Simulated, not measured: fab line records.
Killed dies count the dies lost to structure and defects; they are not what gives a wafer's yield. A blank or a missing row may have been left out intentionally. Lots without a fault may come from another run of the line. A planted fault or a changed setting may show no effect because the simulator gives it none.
Split-lot experiment || flow sky130 || 5 lots, 23 wafers read, on a route of 708 steps

== ON THE SPLIT ==
At SKY_SD_N_COAT_02 (resist thk 1140 nm), the setting resist_thk_nm was moved away from the recipe's 1140 nm on 10 of the 23 wafers read, by -2.8% to +1.7%. The other wafers ran this setting at the recipe's value.

The split's own step is where the reading is taken.

== THE READING ==
NOVOLAK_of_SD_N_COAT_02.thk_nm (the simulator's own value, which no gauge read), in nm, at SKY_SD_N_COAT_02 (resist thk 1140 nm). The file gives no usual value for it. Across the 13 wafers here that went through the recipe, the average is 1137 nm and the standard deviation 3.5 nm.

{"wafer": "L079.1", "tool, chamber at the split": "litho_track-01, 0", "resist_thk_nm as run, nm": 1140, "against the recipe": "recipe", "NOVOLAK_of_SD_N_COAT_02.thk_nm, nm": 1131, "against lot-mates on the recipe": "-"}
{"wafer": "L079.2", "tool, chamber at the split": "litho_track-01, 0", "resist_thk_nm as run, nm": 1140, "against the recipe": "recipe", "NOVOLAK_of_SD_N_COAT_02.thk_nm, nm": 1131, "against lot-mates on the recipe": "-"}
{"wafer": "L079.3", "tool, chamber at the split": "litho_track-01, 0", "resist_thk_nm as run, nm": 1159, "against the recipe": "+1.7%", "NOVOLAK_of_SD_N_COAT_02.thk_nm, nm": 1152, "against lot-mates on the recipe": "+21"}
{"wafer": "L079.4", "tool, chamber at the split": "litho_track-01, 0", "resist_thk_nm as run, nm": 1159, "against the recipe": "+1.7%", "NOVOLAK_of_SD_N_COAT_02.thk_nm, nm": 1153, "against lot-mates on the recipe": "+22"}
{"wafer": "L079.6", "tool, chamber at the split": "litho_track-01, 0", "resist_thk_nm as run, nm": 1159, "against the recipe": "+1.7%", "NOVOLAK_of_SD_N_COAT_02.thk_nm, nm": 1151, "against lot-mates on the recipe": "+20"}
{"wafer": "L077.1", "tool, chamber at the split": "litho_track-01, 0", "resist_thk_nm as run, nm": 1117, "against the recipe": "-2.0%", "NOVOLAK_of_SD_N_COAT_02.thk_nm, nm": 1116, "against lot-mates on the recipe": -20}
{"wafer": "L077.2", "tool, chamber at the split": "litho_track-01, 0", "resist_thk_nm as run, nm": 1117, "against the recipe": "-2.0%", "NOVOLAK_of_SD_N_COAT_02.thk_nm, nm": 1117, "against lot-mates on the recipe": -19}
{"wafer": "L077.3", "tool, chamber at the split": "litho_track-01, 0", "resist_thk_nm as run, nm": 1140, "against the recipe": "recipe", "NOVOLAK_of_SD_N_COAT_02.thk_nm, nm": 1140, "against lot-mates on the recipe": "-"}
{"wafer": "L077.5", "tool, chamber at the split": "litho_track-01, 0", "resist_thk_nm as run, nm": 1140, "against the recipe": "recipe", "NOVOLAK_of_SD_N_COAT_02.thk_nm, nm": 1136, "against lot-mates on the recipe": "-"}
{"wafer": "L077.6", "tool, chamber at the split": "litho_track-01, 0", "resist_thk_nm as run, nm": 1140, "against the recipe": "recipe", "NOVOLAK_of_SD_N_COAT_02.thk_nm, nm": 1133, "against lot-mates on the recipe": "-"}
{"wafer": "L080.1", "tool, chamber at the split": "litho_track-02, 0", "resist_thk_nm as run, nm": 1140, "against the recipe": "recipe", "NOVOLAK_of_SD_N_COAT_02.thk_nm, nm": 1138, "against lot-mates on the recipe": "-"}
{"wafer": "L080.2", "tool, chamber at the split": "litho_track-02, 0", "resist_thk_nm as run, nm": 1140, "against the recipe": "recipe", "NOVOLAK_of_SD_N_COAT_02.thk_nm, nm": 1142, "against lot-mates on the recipe": "-"}
{"wafer": "L080.4", "tool, chamber at the split": "litho_track-02, 0", "resist_thk_nm as run, nm": 1122, "against the recipe": "-1.6%", "NOVOLAK_of_SD_N_COAT_02.thk_nm, nm": 1122, "against lot-mates on the recipe": -18}
{"wafer": "L080.5", "tool, chamber at the split": "litho_track-02, 0", "resist_thk_nm as run, nm": 1140, "against the recipe": "recipe", "NOVOLAK_of_SD_N_COAT_02.thk_nm, nm": 1140, "against lot-mates on the recipe": "-"}
{"wafer": "L080.6", "tool, chamber at the split": "litho_track-02, 0", "resist_thk_nm as run, nm": 1122, "against the recipe": "-1.6%", "NOVOLAK_of_SD_N_COAT_02.thk_nm, nm": 1121, "against lot-mates on the recipe": -19}
{"wafer": "L084.1", "tool, chamber at the split": "litho_track-02, 0", "resist_thk_nm as run, nm": 1108, "against the recipe": "-2.8%", "NOVOLAK_of_SD_N_COAT_02.thk_nm, nm": 1108, "against lot-mates on the recipe": -32}
{"wafer": "L084.3", "tool, chamber at the split": "litho_track-02, 0", "resist_thk_nm as run, nm": 1108, "against the recipe": "-2.8%", "NOVOLAK_of_SD_N_COAT_02.thk_nm, nm": 1111, "against lot-mates on the recipe": -29}
{"wafer": "L084.4", "tool, chamber at the split": "litho_track-02, 0", "resist_thk_nm as run, nm": 1140, "against the recipe": "recipe", "NOVOLAK_of_SD_N_COAT_02.thk_nm, nm": 1141, "against lot-mates on the recipe": "-"}
{"wafer": "L084.5", "tool, chamber at the split": "litho_track-02, 0", "resist_thk_nm as run, nm": 1108, "against the recipe": "-2.8%", "NOVOLAK_of_SD_N_COAT_02.thk_nm, nm": 1110, "against lot-mates on the recipe": -30}
{"wafer": "L084.6", "tool, chamber at the split": "litho_track-02, 0", "resist_thk_nm as run, nm": 1140, "against the recipe": "recipe", "NOVOLAK_of_SD_N_COAT_02.thk_nm, nm": 1139, "against lot-mates on the recipe": "-"}
{"wafer": "L085.3", "tool, chamber at the split": "litho_track-01, 0", "resist_thk_nm as run, nm": 1140, "against the recipe": "recipe", "NOVOLAK_of_SD_N_COAT_02.thk_nm, nm": 1140, "against lot-mates on the recipe": "-"}
{"wafer": "L085.4", "tool, chamber at the split": "litho_track-01, 0", "resist_thk_nm as run, nm": 1140, "against the recipe": "recipe", "NOVOLAK_of_SD_N_COAT_02.thk_nm, nm": 1136, "against lot-mates on the recipe": "-"}
{"wafer": "L085.5", "tool, chamber at the split": "litho_track-01, 0", "resist_thk_nm as run, nm": 1140, "against the recipe": "recipe", "NOVOLAK_of_SD_N_COAT_02.thk_nm, nm": 1138, "against lot-mates on the recipe": "-"}

THE FIT
A straight line over all 23 wafers: NOVOLAK_of_SD_N_COAT_02.thk_nm changes by +9.66 nm for each +1% of resist_thk_nm; r = +0.98; the points scatter about the line by 2.9 nm.
The same after taking each lot's own level away (the mean of its wafers on the recipe; 23 wafers): +11.2 nm for each +1%; r = +0.99; scatter 1.9 nm.
Per that fit: largest resist_thk_nm move, reading shift of 31 nm.
The span of the lots' own levels, 1131.0 to 1140.0 nm, comes to 2.5 times the standard deviation stated above.
Thus the slope moves with the lot-to-lot level: the two fits are different.
Check: -30.6 nm against its lot-mates is what the line predicts for one of the wafers moved furthest among these (-2.8%) when that wafer is left out of the fit. Against them it came out at -32 nm.

== ADDITIONAL SPLITS CARRIED BY THESE WAFERS ==
These wafers also went through other splits before the reading. Each is held against what the fit with the lots' levels taken away leaves over:
{"other split on the same wafers": "SKY_POLY_CUT_COAT_03 spin_rpm", "wafers away from the commonest value": 6, "r with NOVOLAK_of_SD_N_COAT_02.thk_nm (lot level and that fit taken away)": -0.03}
{"other split on the same wafers": "SKY_SD_P_DEVELOP_06 develop_time_s", "wafers away from the commonest value": 8, "r with NOVOLAK_of_SD_N_COAT_02.thk_nm (lot level and that fit taken away)": "+0.28"}

== THE FILE'S OWN FIT ==
NOVOLAK_of_SD_N_COAT_02.thk_nm changes by +11 nm for each +1% of resist_thk_nm, r = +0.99.
